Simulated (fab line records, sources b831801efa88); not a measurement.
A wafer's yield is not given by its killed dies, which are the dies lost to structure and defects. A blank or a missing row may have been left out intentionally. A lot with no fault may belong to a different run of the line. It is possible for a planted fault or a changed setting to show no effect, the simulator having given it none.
fab line records | flow sky130
record lots=6 wafers=16 last-day=50
route steps=708 shown VT_ADJUST_HVTP@91 VT_ADJUST_LVTN@97 PAD_OPEN@708
lots that met no fault: taken from a fault-free run of the same line
start-h: hours from the record's opening day to when the first of the lot's shown wafers began | wait-h: how many hours have passed since the lot's step before this one | " same as the row above | L1.1+2: several wafers, shown together as one row | - no value, or no start given | * or withheld: withheld | < > ~ a bound
route shown NAME@n: NAME is a module with steps in the file, n the number in the route of the first one | usual: mean/standard deviation taken from wafers without a fault | same: alike in all rows | chamber/n: place in a boat | sites: each site's reading | _std_site: the standard deviation of these | _edge_site: inner sites' mean taken away from outer sites' mean | radius-mm: for every site, how far away it sits from the centre of the wafer | mask NAME#n: copy n | behind: the last tool/chamber to shape the wafer | hold: what put the lot on hold/how long, in hours/how the hold closed | device: whichever transistor did not switch (one of n, p or np) | end of line: tests of these same wafers at the route's end | a step given without rows: its recipe and nothing more | killed: dies lost to structure and defects at the first sort, not the wafer's yield | map: the dies of a wafer, with x for killed, . for not killed, _ for no die there
set.NAME: the setting the step ran with; set.NAME@STEP: the setting that earlier step ran with | model.NAME: the simulator's own value behind a step, which no gauge read
certain route steps with their lots: each step a table, each wafer a row
services: when a tool's chamber went out of use (start-h, in hours from the record's first day, below 0 if earlier), for how many hours, and the reason
## steps
# step SKY_VT_ADJUST_HVTP_DEVELOP_06
# recipe resist=NOVOLAK developer=TMAH develop-time-s=60 dev-temp-c=23
# step SKY_VT_ADJUST_HVTP_CD_MEAS_07
# recipe target-cd-nm=380
# usual cd-nm=380.6/2.7
# columns lot.wafer tool chamber start-h wait-h cd-nm
L822.1 cd-sem-01 - 156.21 0.1 383.4
L822.2 " - " " 382.0
L822.3 " - " " 383.7
L824.2 cd-sem-02 - 167.58 0.1 382.6
L824.3 " - " " 384.2
L824.6 " - " " 383.1
L832.3 cd-sem-01 - 214.93 0.1 383.0
L832.6 " - " " 383.0
L834.5 cd-sem-01 - 226.01 0.1 382.2
L834.6 " - " " 383.0
L836.2 cd-sem-01 - 238.50 0.1 383.0
L836.3 " - " " 382.1
L836.4 " - " " 382.7
L840.2 cd-sem-02 - 264.11 0.1 377.9
L840.4 " - " " 381.9
L840.5 " - " " 381.7
# step SKY_VT_ADJUST_HVTP_OVL_MEAS_08
# usual VT_ADJUST_HVTP_OVL=-0.2/1.6
# columns lot.wafer tool chamber start-h wait-h VT_ADJUST_HVTP_OVL[nm]
L822.1 overlay-01 - 156.33 0.1 0.8
L822.2 " - " " 0.6
L822.3 " - " " 0.2
L824.2 overlay-01 - 167.69 0.1 -0.1
L824.3 " - " " 0.8
L824.6 " - " " -1.0
L832.3 overlay-02 - 215.02 0.1 2.5
L832.6 " - " " -0.1
L834.5 overlay-01 - 226.07 0.0 0.5
L834.6 " - " " -0.7
L836.2 overlay-02 - 238.60 0.1 -0.7
L836.3 " - " " -2.6
L836.4 " - " " -1.8
L840.2 overlay-02 - 264.21 0.1 1.4
L840.4 " - " " 1.2
L840.5 " - " " 1.5
# step SKY_VT_ADJUST_HVTP_IMPLANT_09
# recipe species=As energy-kev=150 dose-cm2=4.3e+12 tilt-deg=withheld
# step SKY_VT_ADJUST_HVTP_STRIP_10
# recipe chemistry=O2/N2 power-w=1400 pressure-mtorr=1500 platen-temp-c=withheld o2-flow-sccm=3000 n2-flow-sccm=300 overash-fraction=0.5
# usual drypump-motor-current-A=5.8/0.45 oes-product-au=0.716/0.005 strip-time-to-endpoint-s=14.16/0.041
# columns lot.wafer tool chamber start-h wait-h drypump-motor-current-A oes-product-au rf-hours-counter-h strip-time-to-endpoint-s
L822.1 plasma-asher-04 0 156.52 0.1 5.3 0.715 37 14.14
L822.2 " 1 " " 5.8 0.714 37 14.12
L822.3 " 0 " " 5.3 0.708 - 14.15
L824.2 plasma-asher-01 1 167.87 0.1 6.0 0.717 49 14.14
L824.3 " 1 " " 6.0 0.721 - 14.14
L824.6 " 0 " " 5.5 0.713 - 14.16
L832.3 plasma-asher-04 0 215.23 0.1 5.3 0.712 - 14.12
L832.6 " 1 " " 5.8 0.723 - 14.12
L834.5 plasma-asher-03 0 226.30 0.1 5.4 0.718 - 14.15
L834.6 " 1 " " 6.5 0.706 - 14.14
L836.2 plasma-asher-04 1 238.78 0.1 5.8 0.718 46 14.12
L836.3 " 0 " " 5.4 0.709 - 14.17
L836.4 " 1 " " 5.8 0.712 - 14.15
L840.2 plasma-asher-04 1 264.39 0.1 5.8 0.712 48 14.12
L840.4 " 0 " " 5.3 0.712 - 14.08
L840.5 " 1 " " 5.8 0.716 - 14.13
# step SKY_VT_ADJUST_HVTP_TW_MEAS_11
# usual VT_ADJUST_HVTP_TW=1364/6.8
# columns lot.wafer tool chamber start-h wait-h VT_ADJUST_HVTP_TW
L822.1 film-metro-01 - 156.62 0.1 1367
L822.2 " - " " 1360
L822.3 " - " " 1365
L824.2 film-metro-02 - 167.98 0.1 1358
L824.3 " - " " 1366
L824.6 " - " " 1366
L832.3 film-metro-04 - 215.31 0.1 1360
L832.6 " - " " 1365
L834.5 film-metro-02 - 226.37 0.0 1373
L834.6 " - " " 1364
L836.2 film-metro-01 - 238.89 0.1 1367
L836.3 " - " " 1363
L836.4 " - " " 1363
L840.2 film-metro-02 - 264.50 0.1 1350
L840.4 " - " " 1357
L840.5 " - " " 1358
# step SKY_VT_ADJUST_LVTN_DEHYDRATE_00
# recipe temp-c=200 time-s=60
# step SKY_VT_ADJUST_LVTN_HMDS_01
# recipe prime-time-s=60 prime-temp-c=120
# step SKY_VT_ADJUST_LVTN_COAT_02
# recipe spin-rpm=2000 resist-thk-nm=3000
# step SKY_VT_ADJUST_LVTN_SOFTBAKE_03
# recipe temp-c=110 time-s=withheld
# step SKY_VT_ADJUST_LVTN_EXPOSE_04
# recipe mask-id=NWM_COMPLEMENT_LESS_NATIVE na=0.6 source-shape=conventional sigma-outer=0.6 polarization=unpolarized target-cd-nm=840 dose-mj=194
# step SKY_VT_ADJUST_LVTN_PEB_05
# recipe temp-c=115 time-s=withheld
# step SKY_VT_ADJUST_LVTN_DEVELOP_06
# recipe wall-angle-deg=90 developer=TMAH develop-time-s=60 dev-temp-c=23
# usual resist-line-temp-C=23.02/0.092
# columns lot.wafer tool chamber start-h wait-h resist-line-temp-C
L822.1 litho-track-03 0 176 - 22.96
L822.2 " 0 " " 22.93
L822.3 " 0 " " 23.01
L824.2 litho-track-04 0 188 - 23.05
L824.3 " 0 " " 23.02
L824.6 " 0 " " 23.00
L832.3 litho-track-04 0 237 - 23.04
L832.6 " 0 " " 22.96
L834.5 litho-track-04 0 248 - 23.05
L834.6 " 0 " " 23.09
L836.2 litho-track-03 0 261 - 22.87
L836.3 " 0 " " 23.04
L836.4 " 0 " " 23.04
L840.2 litho-track-02 0 285 - 23.10
L840.4 " 0 " " 23.19
L840.5 " 0 " " 23.11
# step SKY_VT_ADJUST_LVTN_OVL_MEAS_07
# usual VT_ADJUST_LVTN_OVL=-0.2/1.4
# columns lot.wafer tool chamber start-h wait-h VT_ADJUST_LVTN_OVL[nm]
L822.1 overlay-02 - 176.84 - 1.6
L822.2 " - " " 0.3
L822.3 " - " " -0.4
L824.2 overlay-02 - 188.18 - 0.1
L824.3 " - " " 0.6
L824.6 " - " " 0.7
L832.3 overlay-01 - 237.13 - 0.1
L832.6 " - " " -
L834.5 overlay-02 - 249.05 - -
L834.6 " - " " -
L836.2 overlay-01 - 261.69 - -2.9
L836.3 " - " " -2.0
L836.4 " - " " -1.2
L840.2 overlay-01 - 285.67 - -0.1
L840.4 " - " " -0.4
L840.5 " - " " -0.8
# step SKY_VT_ADJUST_LVTN_IMPLANT_08
# recipe species=B energy-kev=30 dose-cm2=1.57e+12 tilt-deg=withheld
# step SKY_PAD_OPEN_PROBE_99
# usual killed_at_M0_to_M3=43/7.3 killed_at_M4_up=3.2/1.8 killed-at-contacts=24/5.8 killed-at-front-end=16/4.5 killed-at-other=0.3/0.53 killed-dies=87/9.9 killed-on-rim=17/3.8 killed-open=48/6.8 killed-short=39/6.9
# same gross-dies=492 killed-at-back-side=0
# columns lot.wafer tool chamber start-h wait-h killed_at_M0_to_M3 killed_at_M4_up killed-at-contacts killed-at-front-end killed-at-other killed-dies killed-on-rim killed-open killed-short
L822.1 prober-01 - 1099.78 0.1 50 3 22 22 0 97 18 58 39
L822.2 prober-01 - 1099.83 0.1 40 3 24 13 0 80 16 47 33
L822.3 prober-01 - 1099.88 0.2 41 5 23 17 0 86 18 45 41
L824.2 prober-02 - 1114.77 0.1 36 2 39 17 0 94 14 57 37
L824.3 prober-02 - 1114.82 0.2 39 5 15 12 0 71 15 36 35
L824.6 prober-02 - 1114.97 0.2 34 2 32 18 0 86 20 44 42
L832.6 prober-02 - 1158.51 0.2 40 5 17 430 0 492 96 39 40
L834.5 prober-02 - 1168.25 0.2 35 2 22 433 0 492 96 34 36
L834.6 prober-02 - 1168.30 0.2 49 2 22 419 0 492 96 52 34
L836.2 prober-02 - 1174.78 0.1 39 3 33 13 0 88 12 52 36
L836.4 prober-02 - 1174.88 0.2 49 5 31 15 1 101 20 56 45
# killed by level:class
L822.1 LI_CONTACT:geometric-particle:open=11 VIA1:geometric-particle:open=11 VIA1:geometric-particle:short=8 CONTACT:geometric-particle:open=8 VIA3:geometric-particle:open=8 POLY_GATE:geometric-particle:short=7 METAL2:geometric-particle:open=6 METAL2:geometric-particle:short=5
L822.2 VIA1:geometric-particle:open=11 VIA2:geometric-particle:open=11 LI_CONTACT:geometric-particle:open=6 CONTACT:geometric-particle:open=6 LI_CONTACT:geometric-particle:short=4 VIA3:geometric-particle:open=4 CONTACT:geometric-particle:short=4 FIELD_ISO:geometric-particle:open=3
L822.3 VIA1:geometric-particle:open=10 LI_CONTACT:geometric-particle:open=8 FIELD_ISO:geometric-particle:short=7 VIA2:geometric-particle:open=6 VIA3:geometric-particle:open=6 CONTACT:geometric-particle:open=5 METAL2:geometric-particle:short=5 CONTACT:geometric-particle:short=4
L824.2 CONTACT:geometric-particle:open=17 LI_CONTACT:geometric-particle:open=13 VIA1:geometric-particle:open=10 METAL3:geometric-particle:short=6 FIELD_ISO:geometric-particle:short=5 VIA3:geometric-particle:open=5 FIELD_ISO:geometric-particle:open=4 POLY_GATE:geometric-particle:short=4
L824.3 VIA1:geometric-particle:short=9 CONTACT:geometric-particle:open=8 VIA3:geometric-particle:open=7 VIA2:geometric-particle:open=7 VIA1:geometric-particle:open=4 METAL4:geometric-particle:short=4 FIELD_ISO:geometric-particle:short=3 SPACER:geometric-particle:short=3
L824.6 LI_CONTACT:geometric-particle:open=11 CONTACT:geometric-particle:open=9 METAL1:geometric-particle:short=7 CONTACT:geometric-particle:short=6 VIA1:geometric-particle:open=6 POLY_GATE:geometric-particle:short=5 POLY_GATE:geometric-particle:open=4 LI_CONTACT:geometric-particle:short=4
L832.6 VT_ADJUST_LVTN:area-develop=413 VIA1:geometric-particle:open=11 FIELD_ISO:geometric-particle:short=9 LI_CONTACT:geometric-particle:open=6 METAL2:geometric-particle:short=6 METAL1:geometric-particle:short=5 METAL4:geometric-particle:short=5 CONTACT:geometric-particle:open=4
L834.5 VT_ADJUST_LVTN:area-develop=422 VIA1:geometric-particle:open=8 CONTACT:geometric-particle:open=6 VIA1:geometric-particle:short=6 VIA2:geometric-particle:open=6 LI_CONTACT:geometric-particle:open=5 LOCAL_INTERCONNECT:geometric-particle:short=5 FIELD_ISO:geometric-particle:open=4
L834.6 VT_ADJUST_LVTN:area-develop=406 VIA3:geometric-particle:open=14 VIA1:geometric-particle:open=10 CONTACT:geometric-particle:open=10 LI_CONTACT:geometric-particle:open=4 VIA1:geometric-particle:short=4 VIA3:geometric-particle:short=4 FIELD_ISO:geometric-particle:short=3
L836.2 CONTACT:geometric-particle:open=14 LI_CONTACT:geometric-particle:open=11 VIA1:geometric-particle:open=9 VIA1:geometric-particle:short=7 VIA2:geometric-particle:open=7 METAL2:geometric-particle:short=5 FIELD_ISO:geometric-particle:short=3 POLY_GATE:geometric-particle:short=3
L836.4 CONTACT:geometric-particle:open=16 VIA1:geometric-particle:open=9 VIA2:geometric-particle:open=7 VIA3:geometric-particle:open=6 LI_CONTACT:geometric-particle:open=5 METAL1:geometric-particle:short=5 METAL3:geometric-particle:short=5 FIELD_ISO:geometric-particle:open=4
# map L832.6 (x killed, . not)
__________xxxxxxxxxx_________
________xxxxxxxxxxxxxx_______
______xxxxxxxxxxxxxxxxxx_____
_____xxxxxxxxxxxxxxxxxxxx____
____xxxxxxxxxxxxxxxxxxxxxx___
___xxxxxxxxxxxxxxxxxxxxxxxx__
__xxxxxxxxxxxxxxxxxxxxxxxxxx_
_xxxxxxxxxxxxxxxxxxxxxxxxxxxx
_xxxxxxxxxxxxxxxxxxxxxxxxxxxx
_xxxxxxxxxxxxxxxxxxxxxxxxxxxx
_xxxxxxxxxxxxxxxxxxxxxxxxxxxx
_xxxxxxxxxxxxxxxxxxxxxxxxxxxx
_xxxxxxxxxxxxxxxxxxxxxxxxxxxx
_xxxxxxxxxxxxxxxxxxxxxxxxxxxx
_xxxxxxxxxxxxxxxxxxxxxxxxxxxx
__xxxxxxxxxxxxxxxxxxxxxxxxxx_
___xxxxxxxxxxxxxxxxxxxxxxxx__
____xxxxxxxxxxxxxxxxxxxxxx___
_____xxxxxxxxxxxxxxxxxxxx____
______xxxxxxxxxxxxxxxxxx_____
________xxxxxxxxxxxxxx_______
__________xxxxxxxxxx_________
# map L834.5 (x killed, . not)
__________xxxxxxxxxx_________
________xxxxxxxxxxxxxx_______
______xxxxxxxxxxxxxxxxxx_____
_____xxxxxxxxxxxxxxxxxxxx____
____xxxxxxxxxxxxxxxxxxxxxx___
___xxxxxxxxxxxxxxxxxxxxxxxx__
__xxxxxxxxxxxxxxxxxxxxxxxxxx_
_xxxxxxxxxxxxxxxxxxxxxxxxxxxx
_xxxxxxxxxxxxxxxxxxxxxxxxxxxx
_xxxxxxxxxxxxxxxxxxxxxxxxxxxx
_xxxxxxxxxxxxxxxxxxxxxxxxxxxx
_xxxxxxxxxxxxxxxxxxxxxxxxxxxx
_xxxxxxxxxxxxxxxxxxxxxxxxxxxx
_xxxxxxxxxxxxxxxxxxxxxxxxxxxx
_xxxxxxxxxxxxxxxxxxxxxxxxxxxx
__xxxxxxxxxxxxxxxxxxxxxxxxxx_
___xxxxxxxxxxxxxxxxxxxxxxxx__
____xxxxxxxxxxxxxxxxxxxxxx___
_____xxxxxxxxxxxxxxxxxxxx____
______xxxxxxxxxxxxxxxxxx_____
________xxxxxxxxxxxxxx_______
__________xxxxxxxxxx_________
## services
# columns tool chamber start-h hours kind
plasma-asher-03 - 201.05 3.7 repair
plasma-asher-03 - 206.60 14.6 pm
plasma-asher-01 - 229.97 1.5 repair
## key
first-sign step=SKY_VT_ADJUST_LVTN_OVL_MEAS_07 reading=VT_ADJUST_LVTN_OVL direction=missing
effect step=SKY_PAD_OPEN_PROBE_99 reading=killed-at-front-end direction=up sigmas=91 usual=16 struck=427
more-kills-born-at SKY_VT_ADJUST_LVTN_DEVELOP_06@litho-track-04=1241
met-at SKY_VT_ADJUST_LVTN_DEVELOP_06
struck-wafers L832.6,L834.5,L834.6
tester-left-out L832,L834
onset-between 188 237
fault kind=process-parameter-drift tool=litho-track-04 chamber=- onset-h=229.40 steps=SKY_VT_ADJUST_LVTN_DEVELOP_06 channel=develop-time-s offset=* shape=step end-h=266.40 scope=struck-wafers-only acts-in=* stated=*
# tester-left-out: of these lots the tester's yield and bins aren't shown, on N5 and GAA mostly nor the transistor test; their killed dies are dies lost to structure and defects alone, not to doping, threshold or leakage, so they don't give the yield
